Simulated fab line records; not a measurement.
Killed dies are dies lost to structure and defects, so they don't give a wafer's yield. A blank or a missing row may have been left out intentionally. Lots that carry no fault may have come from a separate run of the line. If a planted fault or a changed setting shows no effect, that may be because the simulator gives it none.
The tool behind it: which one? || flow gf180mcu || Sampling: 6 lots, 18 wafers, 2 of 602 route steps

== WHAT THE GAUGES SHOWED, per wafer ==
GF_NWELL_TW_MEAS_11.
{"lot": "L403", "measured": "day 3 13:32", "on": "film-metro-03", "NWELL_TW": "1573 1562 1568"}
{"lot": "L407", "measured": "day 4 10:58", "on": "film-metro-03", "NWELL_TW": "1568 1568 1572"}
{"lot": "L412", "measured": "day 5 15:47", "on": "film-metro-02", "NWELL_TW": "1579 1580 1575"}
{"lot": "L415", "measured": "day 6 07:34", "on": "film-metro-03", "NWELL_TW": "1578 1576 1575"}
{"lot": "L417", "measured": "day 6 18:28", "on": "film-metro-02", "NWELL_TW": "1567 1578 1571"}
{"lot": "L421", "measured": "day 7 16:04", "on": "film-metro-04", "NWELL_TW": "1572 1570 1567"}

== EACH LOT AND THE TOOL THAT RAN IT (in order: tool; ch and the chambers of the sampled wafers; start) ==
{"lot": "L403", "GF_NWELL_IMPLANT_08": "implanter-04 ch 0, day 3 13:10"}
{"lot": "L407", "GF_NWELL_IMPLANT_08": "implanter-01 ch 0, day 4 10:35"}
{"lot": "L412", "GF_NWELL_IMPLANT_08": "implanter-01 ch 0, day 5 15:23"}
{"lot": "L415", "GF_NWELL_IMPLANT_08": "implanter-04 ch 0, day 6 07:11"}
{"lot": "L417", "GF_NWELL_IMPLANT_08": "implanter-01 ch 0, day 6 18:04"}
{"lot": "L421", "GF_NWELL_IMPLANT_08": "implanter-03 ch 0, day 7 15:43"}
- GF_NWELL_IMPLANT_08

== THE ANSWER, worked out from the rows above alone ==
Rule: the lots themselves supply what counts as usual. Put in order of their means at a reading, lots are off if they are a third of the lots or fewer, leave a main group of 4 or more, and stand apart from it by a gap of 3 or more times the standard deviation of the main group's means; of several such gaps the widest counts. If all means in a main group match to the digits the tables above print for the reading, that group is not used. Also off: a lot with no number at a reading for which 4 or more lots have one. Any other lot the step has rows for is counted as sound.
Across all readings shown, no lot is off: no conclusion can be drawn from this.

== WHAT HAD BEEN PUT IN BY THE SIMULATOR ==
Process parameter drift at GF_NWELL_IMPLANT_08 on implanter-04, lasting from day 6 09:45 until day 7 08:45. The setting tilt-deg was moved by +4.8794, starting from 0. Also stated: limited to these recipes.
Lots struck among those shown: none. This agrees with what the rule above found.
